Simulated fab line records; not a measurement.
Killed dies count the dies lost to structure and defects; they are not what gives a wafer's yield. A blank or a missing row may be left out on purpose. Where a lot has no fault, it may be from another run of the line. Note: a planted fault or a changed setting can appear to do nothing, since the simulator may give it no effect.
fab line records	flow sky130
record: lots: 6	wafers: 18	last-day: 49
route steps=708 shown METAL3@568 VIA3@573 PAD_OPEN@708
lots untouched by any fault: they come from a run of this same line in which no faults occurred
start-h: the number of hours between the record's first day and the start of the first shown wafer of the lot	wait-h: how many hours have passed since the lot's step before this one	" same as the row above	L1.1+2: a single row standing in for several wafers	- either no value or no given start	* or withheld: withheld	< > ~ a bound
route shown NAME@n: NAME is a module with steps in the file, n the number in the route of the first one	usual: the fault-free wafers' mean and standard deviation	same: alike in all rows	chamber/n: place in a boat	sites: per-site readings	_std_site: the values' standard deviation	_edge_site: the outer-site mean with the inner-site mean subtracted	radius-mm: for every site, how far away it sits from the centre of the wafer	mask NAME#n: copy n	behind: the most recent tool/chamber to have shaped the wafer	hold: why the lot went on hold/how many hours it stayed there/how the hold came to an end	device: names the non-switching transistor (n, p or np)	end of line: tests run on the same wafers once the route is complete	step lacking rows: just its recipe	killed: not the wafer's yield, but the dies lost to structure and defects at the first sort	map: the dies of a wafer, with x for killed, . for not killed, _ for no die there
set.NAME: the setting as run; set.NAME@STEP: as run at that earlier step	model.NAME: the simulator's own value behind a step, which no gauge read
lots at selected steps of the route; one table per step, one row per wafer
services: a tool's chamber out of use, with start hour (start-h, from the record's first day; less than 0 if before it), hours out, and reason
== steps ==
step: SKY_METAL3_METAL_ETCH_18
recipe: target-depth-a: 8450	stop-on: SiO2	over-etch-frac: 0.3	time-s: 183.1	chemistry: Cl2/BCl3	resist-sidewall-deg: 88	pressure-mtorr: 10	icp-w: 900	bias-w: 48.5	Cl2_flow_sccm: 60	bcl3-flow-sccm: 30
usual: bcl3-flow-sccm: 30.00/0.089	drypump-motor-current-A: 5.7/0.36	oes-product-au: 0.865/0.0064	throttle-valve-pct: 22.264/0.0081
lot.wafer	tool	chamber	start-h	wait-h	bcl3-flow-sccm	drypump-motor-current-A	oes-product-au	rf-hours-counter-h	throttle-valve-pct
L483.3	rie-metal-04	0	950.68	0.1	29.92	6.1	0.862	-	22.269
L483.4	"	1	"	"	30.03	5.8	0.856	-	22.258
L483.5	"	0	"	"	29.90	6.1	0.857	-	22.265
L484.2	rie-metal-01	1	971.75	0.1	29.95	5.7	0.863	-	22.268
L484.4	"	1	"	"	29.88	5.7	0.861	-	22.275
L484.5	"	1	"	"	29.90	5.7	0.867	-	22.259
L487.2	rie-metal-02	0	985.57	0.0	29.98	5.0	0.859	14	22.268
L487.5	"	0	"	"	29.98	5.0	0.870	-	22.280
L487.6	"	1	"	"	30.03	5.5	0.852	-	22.245
L490.1	rie-metal-04	0	1004.05	0.0	30.06	6.1	0.869	4	22.261
L490.2	"	1	"	"	30.04	5.9	0.866	18	22.256
L490.5	"	1	"	"	29.99	5.9	0.866	-	22.259
L491.1	rie-metal-04	0	1006.88	0.0	29.99	6.0	0.867	4	22.266
L491.2	"	1	"	"	29.90	5.8	0.868	19	22.260
L491.5	"	1	"	"	29.97	5.8	0.863	-	22.267
L496.1	rie-metal-04	1	1037.14	0.0	30.00	5.8	0.871	21	22.295
L496.4	"	1	"	"	30.02	5.8	0.872	-	22.265
L496.6	"	0	"	"	30.08	6.0	0.866	-	22.274
step: SKY_METAL3_STRIP_19
recipe: chemistry: O2/N2	power-w: 1400	pressure-mtorr: 1500	platen-temp-c: withheld	o2-flow-sccm: 3000	n2-flow-sccm: 300	overash-fraction: 0.5
usual: drypump-motor-current-A: 5.8/0.45	oes-product-au: 0.502/0.0064	strip-time-to-endpoint-s: 6.54/0.12
lot.wafer	tool	chamber	start-h	wait-h	drypump-motor-current-A	oes-product-au	rf-hours-counter-h	strip-time-to-endpoint-s
L483.3	plasma-asher-03	0	950.83	0.1	5.7	0.509	-	6.58
L483.4	"	1	"	"	6.1	0.513	-	6.65
L483.5	"	1	"	"	6.2	0.505	-	6.60
L484.2	plasma-asher-01	0	972.05	0.2	6.3	0.492	116	6.56
L484.4	"	1	"	"	5.7	0.506	-	6.63
L484.5	"	1	"	"	5.6	0.504	-	6.59
L487.2	plasma-asher-01	0	985.75	0.1	6.3	0.512	117	6.69
L487.5	"	1	"	"	5.7	0.510	-	6.65
L487.6	"	0	"	"	6.3	0.512	-	6.70
L490.1	plasma-asher-02	0	1004.22	0.1	4.8	0.502	84	6.52
L490.2	"	1	"	"	5.8	0.506	84	6.53
L490.5	"	1	"	"	5.8	0.510	-	6.63
L491.1	plasma-asher-01	1	1007.05	0.1	5.6	0.498	120	6.53
L491.2	"	0	"	"	6.3	0.502	120	6.60
L491.5	"	0	"	"	6.3	0.501	-	6.63
L496.1	plasma-asher-01	1	1037.32	0.1	5.7	0.510	123	6.59
L496.4	"	1	"	"	5.7	0.504	-	6.58
L496.6	"	0	"	"	6.3	0.508	-	6.56
step: SKY_METAL3_STRIP_20
recipe: chemistry: post-etch-residue-remover	time-s: 1200	temp-c: 72.5
step: SKY_METAL3_CLEAN_21
recipe: chemistry: IPA	time-s: 180	temp-c: 25
step: SKY_METAL3_CLEAN_22
recipe: chemistry: O3/DIW	dry: n2-spin
step: SKY_VIA3_HDPCVD_00
recipe: material: SiO2	target-thk-nm: 1635	sigma-open-frac: 0.3	time-s: 272.5	temp-c: 400	sih4-flow-sccm: 60	pressure-mtorr: 6
step: SKY_VIA3_THK_MEAS_01
recipe: reads: SiO2_of_VIA3_HDPCVD_00
usual: VIA3_HDPCVD_THK: 1633/17
lot.wafer	tool	chamber	start-h	wait-h	VIA3_HDPCVD_THK[nm]
L483.3	film-metro-04	-	951.59	0.1	1658
L483.4	"	-	"	"	1646
L483.5	"	-	"	"	1626
L484.2	film-metro-01	-	972.82	0.1	1633
L484.4	"	-	"	"	1616
L484.5	"	-	"	"	1619
L487.2	film-metro-04	-	986.52	0.1	1650
L487.5	"	-	"	"	1626
L487.6	"	-	"	"	1621
L490.1	film-metro-03	-	1004.99	0.1	1642
L490.2	"	-	"	"	1647
L490.5	"	-	"	"	1643
L491.1	film-metro-03	-	1007.81	0.1	1656
L491.2	"	-	"	"	1655
L491.5	"	-	"	"	1655
L496.1	film-metro-01	-	1038.08	0.1	1609
L496.4	"	-	"	"	1621
L496.6	"	-	"	"	1642
step: SKY_VIA3_CMP_02
recipe: material: SiO2	down-force-psi: 4	platen-rpm: 60	pad-velocity-m-s: 0.94248
usual: motor-current-A: 12.3/1.5	slurry-filter-dp-kPa: 13.51/0.13	slurry-flow-ml-min: 150.0/0.43
lot.wafer	tool	chamber	start-h	wait-h	motor-current-A	slurry-filter-dp-kPa	slurry-flow-ml-min
L483.3	cmp-01	2	951.63	0.0	9.3	13.43	150.0
L483.4	"	3	"	"	12.8	13.49	149.5
L483.5	"	3	"	"	13.4	13.46	150.5
L484.2	cmp-02	0	972.87	0.0	10.7	13.39	150.3
L484.4	"	2	"	"	14.1	13.35	149.6
L484.5	"	0	"	"	10.9	13.42	150.5
L487.2	cmp-01	0	986.57	0.0	13.0	13.47	149.8
L487.5	"	0	"	"	13.2	13.33	149.9
L487.6	"	1	"	"	14.2	13.43	149.7
L490.1	cmp-01	0	1005.15	0.1	13.3	13.82	149.9
L490.2	"	1	"	"	14.8	13.37	149.6
L490.5	"	3	"	"	13.5	13.32	149.8
L491.2	cmp-02	2	1007.87	0.0	13.9	13.50	149.4
L491.1	"	1	"	"	12.3	13.38	150.8
L491.5	"	3	"	"	12.4	13.22	149.2
L496.1	cmp-02	0	1038.19	0.1	10.9	13.59	150.0
L496.4	"	1	"	"	12.1	13.54	149.7
L496.6	"	0	"	"	11.4	13.46	149.8
step: SKY_VIA3_BOW_MEAS_03
recipe: mode: bow
usual: VIA3_BOW: 79/7.3
lot.wafer	tool	chamber	start-h	wait-h	VIA3_BOW[um]
L483.3	film-metro-01	-	951.97	0.3	74
L483.4	"	-	"	"	81
L483.5	"	-	"	"	77
L484.2	film-metro-04	-	973.19	0.3	90
L484.4	"	-	"	"	95
L484.5	"	-	"	"	91
L487.2	film-metro-03	-	986.89	0.3	66
L487.5	"	-	"	"	79
L487.6	"	-	"	"	76
L490.1	film-metro-03	-	1005.35	0.1	71
L490.2	"	-	"	"	68
L490.5	"	-	"	"	71
L491.1	film-metro-04	-	1008.17	0.1	67
L491.2	"	-	"	"	73
L491.5	"	-	"	"	67
L496.1	film-metro-04	-	1038.44	0.2	92
L496.4	"	-	"	"	93
L496.6	"	-	"	"	96
step: SKY_VIA3_DEHYDRATE_04
recipe: temp-c: 200	time-s: 60
step: SKY_VIA3_HMDS_05
recipe: prime-time-s: 60	prime-temp-c: 120
step: SKY_VIA3_COAT_06
recipe: resist: BARC	temp-c: withheld	time-s: withheld	spin-rpm: 3000	resist-thk-nm: 60
step: SKY_VIA3_COAT_07
recipe: resist: KrF-thick	spin-rpm: 3000	resist-thk-nm: 450
usual: chill-plate-temp-C: 23.02/0.12	spin-speed-rpm: 3000.3/2
lot.wafer	tool	chamber	start-h	wait-h	chill-plate-temp-C	spin-speed-rpm	model.KrF-thick_of_VIA3_COAT_07.thk-nm
L483.3	litho-track-02	0	964	-	22.96	3000.2	449.8
L483.4	"	0	"	"	22.92	3000.0	449.6
L483.5	"	0	"	"	22.98	2999.0	449.1
L484.2	litho-track-02	0	984	-	23.11	2951.5	454.2
L484.4	"	0	"	"	23.18	2951.8	454.2
L484.5	"	0	"	"	23.04	2951.5	455
L487.2	litho-track-02	0	998	-	22.93	2950.1	454.1
L487.5	"	0	999	-	22.89	2951.5	454
L487.6	"	0	"	"	22.87	2954.1	453.9
L490.1	litho-track-03	0	1016	-	22.99	3000.2	450.3
L490.2	"	0	"	"	23.05	3003.0	450.8
L490.5	"	0	1017	-	23.15	2998.1	450.9
L491.1	litho-track-04	0	1019	-	23.02	2998.2	449.8
L491.2	"	0	"	"	23.15	3001.1	449.4
L491.5	"	0	"	"	23.11	2996.2	450.1
L496.1	litho-track-04	0	1049	-	22.87	2998.3	451
L496.4	"	0	"	"	22.85	2998.7	451.6
L496.6	"	0	"	"	22.92	3000.3	449.9
step: SKY_VIA3_SOFTBAKE_08
recipe: temp-c: 100	time-s: 90	resist: KrF-thick
step: SKY_VIA3_EXPOSE_09
recipe: mask-id: VIM3	na: 0.8	source-shape: annular	sigma-inner: 0.55	sigma-outer: 0.85	target-cd-nm: 200	dose-mj: 38
step: SKY_VIA3_PEB_10
recipe: peb-temp-c: withheld	peb-time-s: withheld	resist: KrF-thick
step: SKY_VIA3_DEVELOP_11
recipe: develop-time-s: 60	resist: KrF-thick	dev-temp-c: 21
step: SKY_VIA3_CD_MEAS_12
recipe: target-cd-nm: 200
usual: cd-nm: 200.4/1.5
lot.wafer	tool	chamber	start-h	wait-h	cd-nm
L483.3	cd-sem-02	-	976.13	-	200.2
L483.4	"	-	"	"	199.6
L483.5	"	-	"	"	200.9
L484.2	cd-sem-02	-	996.78	-	202.2
L484.4	"	-	"	"	200.7
L484.5	"	-	"	"	201.2
L487.2	cd-sem-02	-	1010.91	-	198.8
L487.5	"	-	"	"	199.7
L487.6	"	-	"	"	199.1
L490.1	cd-sem-01	-	1027.99	-	199.7
L490.2	"	-	"	"	199.8
L490.5	"	-	"	"	199.7
L491.1	cd-sem-02	-	1030.46	-	202.2
L491.2	"	-	"	"	201.8
L491.5	"	-	"	"	202.8
L496.1	cd-sem-02	-	1060.51	-	202.7
L496.4	"	-	"	"	200.7
L496.6	"	-	"	"	202.2
step: SKY_VIA3_OVL_MEAS_13
usual: VIA3_OVL: -1/5.3
lot.wafer	tool	chamber	start-h	wait-h	VIA3_OVL[nm]
L483.3	overlay-02	-	976.22	0.1	-7
L483.4	"	-	"	"	2
L483.5	"	-	"	"	-10
L484.2	overlay-02	-	996.89	0.1	-2
L484.4	"	-	"	"	-7
L484.5	"	-	"	"	-2
L487.2	overlay-02	-	1011.02	0.1	-9
L487.5	"	-	"	"	1
L487.6	"	-	"	"	-8
L490.1	overlay-02	-	1028.11	0.1	-8
L490.2	"	-	"	"	-5
L490.5	"	-	"	"	-1
L491.1	overlay-01	-	1030.58	0.1	-10
L491.2	"	-	"	"	-5
L491.5	"	-	"	"	-14
L496.1	overlay-01	-	1060.63	0.1	0
L496.4	"	-	"	"	-4
L496.6	"	-	"	"	3
step: SKY_VIA3_ETCH_14
recipe: chemistry: N2/H2	target: BARC	ion-energy-ev: 200	source-w: 500	bias-w: 100	pressure-mtorr: 30	n2-flow-sccm: 100	h2-flow-sccm: 200	stop-on: SiO2	time-s: 45.9	target-depth-a: 600
usual: drypump-motor-current-A: 5.6/0.68	oes-product-au: 0.854/0.0048	throttle-valve-pct: 13.226/0.0094
lot.wafer	tool	chamber	start-h	wait-h	drypump-motor-current-A	oes-product-au	rf-hours-counter-h	throttle-valve-pct	model.KrF-thick_of_VIA3_COAT_07.thk-nm
L483.3	rie-diel-02	1	976.25	0.0	4.8	0.847	9	13.227	392.5
L483.4	"	0	"	"	5.2	0.856	27	13.214	391.8
L483.5	"	2	"	"	6.6	0.854	-	13.222	392.6
L484.2	rie-diel-04	0	996.92	0.0	5.5	0.855	5	13.226	397.8
L484.4	"	1	"	"	5.1	0.859	20	13.239	396.7
L484.5	"	0	"	"	5.5	0.852	-	13.220	399
L487.2	rie-diel-04	2	1011.05	0.0	6.5	0.847	22	13.233	397.4
L487.5	"	3	"	"	5.9	0.860	-	13.236	396.5
L487.6	"	2	"	"	6.5	0.852	-	13.216	397.3
L490.1	rie-diel-02	1	1028.15	0.0	4.9	0.855	11	13.223	394.1
L490.2	"	0	"	"	5.2	0.859	28	13.228	393.2
L490.5	"	2	"	"	6.6	0.848	-	13.214	395.5
L491.1	rie-diel-01	2	1030.62	0.0	6.7	0.851	8	13.238	392.5
L491.2	"	1	"	"	5.1	0.850	9	13.241	391.7
L491.5	"	2	"	"	6.7	0.853	-	13.220	392.8
L496.1	rie-diel-02	2	1060.67	0.0	6.6	0.842	10	13.235	395.3
L496.4	"	1	"	"	4.8	0.858	-	13.225	394.4
L496.6	"	2	"	"	6.6	0.863	-	13.231	394
step: SKY_VIA3_ETCH_15
recipe: target: SiO2	chemistry: C4F8/O2/Ar	target-depth-nm: 507	stop-on: TiN	mask-material: KrF-thick	source-w: 1500	bias-w: 1200	pressure-mtorr: 40	c4f8-flow-sccm: withheld	O2_flow_sccm: 6	Ar_flow_sccm: 300	time-s: 78
usual: oes-product-au: 0.946/0.0044
lot.wafer	tool	chamber	start-h	wait-h	oes-product-au	rf-hours-counter-h
L483.3	rie-diel-02	1	976.29	0.0	0.956	9
L483.4	"	0	"	"	0.944	27
L483.5	"	2	"	"	0.952	-
L484.2	rie-diel-04	0	996.96	0.0	0.953	5
L484.4	"	1	"	"	0.950	20
L484.5	"	0	"	"	0.951	-
L487.2	rie-diel-04	2	1011.09	0.0	0.941	22
L487.5	"	3	"	"	0.945	-
L487.6	"	2	"	"	0.943	-
L490.1	rie-diel-02	1	1028.19	0.0	0.937	11
L490.2	"	0	"	"	0.952	28
L490.5	"	2	"	"	0.946	-
L491.1	rie-diel-01	2	1030.66	0.0	0.947	8
L491.2	"	1	"	"	0.946	9
L491.5	"	2	"	"	0.952	-
L496.1	rie-diel-02	2	1060.71	0.0	0.953	10
L496.4	"	1	"	"	0.953	-
L496.6	"	2	"	"	0.946	-
step: SKY_PAD_OPEN_PROBE_99
usual: defect-limited-yield: 82.7/2.1	killed_at_M0_to_M3: 43/7.2	killed_at_M4_up: 3.2/1.8	killed-at-contacts: 23/5.6	killed-at-front-end: 15/4.6	killed-at-other: 0.3/0.71	killed-dies: 85/10	killed-open: 46/7.8	killed-short: 38/6.5	sort_bin_3_pad_short: 0.8/0.38	sort_bin_5_function: 10.2/1.5	sort_bin_6_memory: 6.3/1.2	sort-n-pass: 407/10	sort-yield-pct: 82.7/2.1
same: gross-dies: 492	killed-at-back-side: 0	sort_bin_4_leakage[%]: 0	sort_bin_8_speed[%]: 0
lot.wafer	tool	chamber	start-h	wait-h	defect-limited-yield[%]	killed_at_M0_to_M3	killed_at_M4_up	killed-at-contacts	killed-at-front-end	killed-at-other	killed-dies	killed-open	killed-short	sort_bin_3_pad_short[%]	sort_bin_5_function[%]	sort_bin_6_memory[%]	sort-n-pass	sort-yield-pct[%]
L484.2	prober-02	-	1132.28	0.1	81.9	40	2	23	24	0	89	48	41	1.8	12.0	4.3	403	81.9
L484.4	prober-02	-	1132.38	0.2	79.9	53	0	36	10	0	99	50	49	0.6	11.6	7.9	393	79.9
L484.5	prober-02	-	1132.43	0.2	81.1	39	4	28	22	0	93	50	43	0.4	11.4	7.1	399	81.1
L487.2	prober-02	-	1145.58	0.1	83.5	40	2	22	17	0	81	40	40	0.2	10.0	6.3	411	83.5
L487.6	prober-02	-	1145.78	0.2	82.3	43	5	24	15	0	87	49	36	0.4	11.6	5.7	405	82.3
L490.1	prober-01	-	1156.94	0.1	81.3	51	0	29	12	0	92	55	36	1.0	11.0	6.7	400	81.3
L490.2	prober-01	-	1156.99	0.1	82.3	53	3	15	16	0	87	34	53	1.0	11.6	5.1	405	82.3
L490.5	prober-01	-	1157.14	0.2	81.9	44	4	32	8	1	89	51	38	0.8	10.4	6.9	403	81.9
L496.1	prober-02	-	1184.38	0.1	78.7	47	1	26	31	0	105	66	39	0.4	15.4	5.5	387	78.7
L496.4	prober-02	-	1184.53	0.2	79.5	47	7	30	17	0	101	55	46	1.4	11.6	7.5	391	79.5
L496.6	prober-02	-	1184.63	0.2	77.8	68	1	24	16	0	109	52	57	1.4	12.2	8.5	383	77.8
killed by level:class
L484.2 LI_CONTACT:geometric-particle:open=8 CONTACT:geometric-particle:open=7 VIA1:geometric-particle:open=7 VIA3:geometric-particle:open=7 METAL2:geometric-particle:short=5 FIELD_ISO:geometric-particle:short=4 POLY_GATE:geometric-particle:open=4 METAL3:geometric-particle:short=4
L484.4 VIA1:geometric-particle:open=13 CONTACT:geometric-particle:open=10 VIA1:geometric-particle:short=9 CONTACT:geometric-particle:short=8 VIA2:geometric-particle:open=7 LI_CONTACT:geometric-particle:open=6 LOCAL_INTERCONNECT:geometric-particle:short=6 VIA3:geometric-particle:open=6
L484.5 LI_CONTACT:geometric-particle:open=11 FIELD_ISO:geometric-particle:short=9 CONTACT:geometric-particle:open=9 VIA1:geometric-particle:open=8 METAL2:geometric-particle:short=6 VIA1:geometric-particle:short=5 VIA2:geometric-particle:open=5 VIA3:geometric-particle:open=5
L487.2 LI_CONTACT:geometric-particle:open=10 POLY_GATE:geometric-particle:short=7 POLY_GATE:geometric-particle:open=7 VIA1:geometric-particle:short=7 VIA1:geometric-particle:open=7 METAL2:geometric-particle:short=7 LOCAL_INTERCONNECT:geometric-particle:short=5 CONTACT:geometric-particle:open=4
L487.6 VIA1:geometric-particle:open=10 CONTACT:geometric-particle:open=8 LI_CONTACT:geometric-particle:open=7 VIA2:geometric-particle:open=7 VIA1:geometric-particle:short=6 VIA3:geometric-particle:open=5 LI_CONTACT:geometric-particle:short=4 POLY_GATE:geometric-particle:open=3
L490.1 CONTACT:geometric-particle:open=13 VIA2:geometric-particle:open=9 VIA1:geometric-particle:open=8 CONTACT:geometric-particle:short=7 VIA3:geometric-particle:open=7 VIA1:geometric-particle:short=6 LI_CONTACT:geometric-particle:open=6 METAL1:geometric-particle:short=5
L490.2 VIA3:geometric-particle:open=10 VIA1:geometric-particle:short=9 VIA1:geometric-particle:open=8 FIELD_ISO:geometric-particle:short=6 METAL1:geometric-particle:short=6 LOCAL_INTERCONNECT:geometric-particle:short=5 METAL2:geometric-particle:short=5 VIA3:geometric-particle:short=5
L490.5 CONTACT:geometric-particle:open=15 VIA1:geometric-particle:open=13 VIA2:geometric-particle:open=8 LOCAL_INTERCONNECT:geometric-particle:short=7 LI_CONTACT:geometric-particle:open=5 VIA1:geometric-particle:short=5 METAL2:geometric-particle:short=5 METAL1:geometric-particle:short=4
L496.1 VIA3:geometric-particle:open=13 CONTACT:geometric-particle:open=9 VIA1:geometric-particle:open=9 VIA2:geometric-particle:open=9 FIELD_ISO:geometric-particle:short=8 FIELD_ISO:geometric-particle:open=7 CONTACT:geometric-particle:short=6 POLY_GATE:geometric-particle:open=5
L496.4 LI_CONTACT:geometric-particle:open=12 VIA1:geometric-particle:open=12 CONTACT:geometric-particle:open=11 VIA3:geometric-particle:open=9 METAL4:geometric-particle:short=6 POLY_GATE:geometric-particle:open=6 VIA1:geometric-particle:short=6 METAL3:geometric-particle:short=6
L496.6 VIA1:geometric-particle:open=13 METAL2:geometric-particle:short=12 VIA1:geometric-particle:short=8 VIA3:geometric-particle:open=8 FIELD_ISO:geometric-particle:short=7 METAL1:geometric-particle:short=7 LI_CONTACT:geometric-particle:open=6 LOCAL_INTERCONNECT:geometric-particle:short=6
== services ==
tool	chamber	start-h	hours	kind
cmp-01	-	927.50	0.7	repair
cmp-01	-	928.57	6.1	pm
plasma-asher-02	-	929.35	5.5	repair
rie-diel-02	1	940.97	7.1	repair
plasma-asher-03	-	942.82	0.3	repair
cmp-02	-	968.46	0.4	repair
rie-metal-01	0	970.21	5.3	repair
rie-diel-02	0	980.81	16.0	repair
rie-metal-04	0	983.04	1.4	repair
plasma-asher-02	-	985.82	14.6	pm
rie-diel-01	3	986.59	2.6	repair
rie-diel-02	3	987.27	14.8	repair
cmp-02	-	990.53	1.0	repair
rie-metal-02	-	1002.41	0.1	repair
cmp-02	-	1004.42	0.9	repair
rie-metal-02	0	1005.71	1.6	repair
cmp-01	-	1006.89	4.5	pm
rie-metal-01	1	1027.81	12.4	repair
rie-diel-02	3	1043.51	118.2	repair
rie-metal-01	-	1050.84	0.1	repair
plasma-asher-01	-	1055.25	9.0	pm
plasma-asher-01	0	1055.25	9.0	vent-cycle
cmp-02	-	1058.96	8.2	pm
rie-metal-02	-	1059.96	1.4	pm
== key ==
first-sign: step: SKY_VIA3_COAT_07	reading: spin-speed-rpm	direction: down	sigmas: 24	usual: 3000.3	struck: 2951.7
effect none on later readings
model-effect: step: SKY_VIA3_COAT_07	value: KrF-thick_of_VIA3_COAT_07.thk-nm	without: 450.4	struck: 454.2
model-effect: step: SKY_VIA3_ETCH_14	value: KrF-thick_of_VIA3_COAT_07.thk-nm	without: 393.7	struck: 397.5
met-at SKY_VIA3_COAT_07
struck-wafers L484.2,L484.4,L484.5,L487.2,L487.5,L487.6
onset-between 964 984
fault: kind: process-parameter-drift	tool: litho-track-02	chamber: -	onset-h: 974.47	steps: SKY_VIA3_COAT_07	channel: spin-rpm	offset: -50.038	shape: step	acts-in: these-recipes-only	stated: 3000
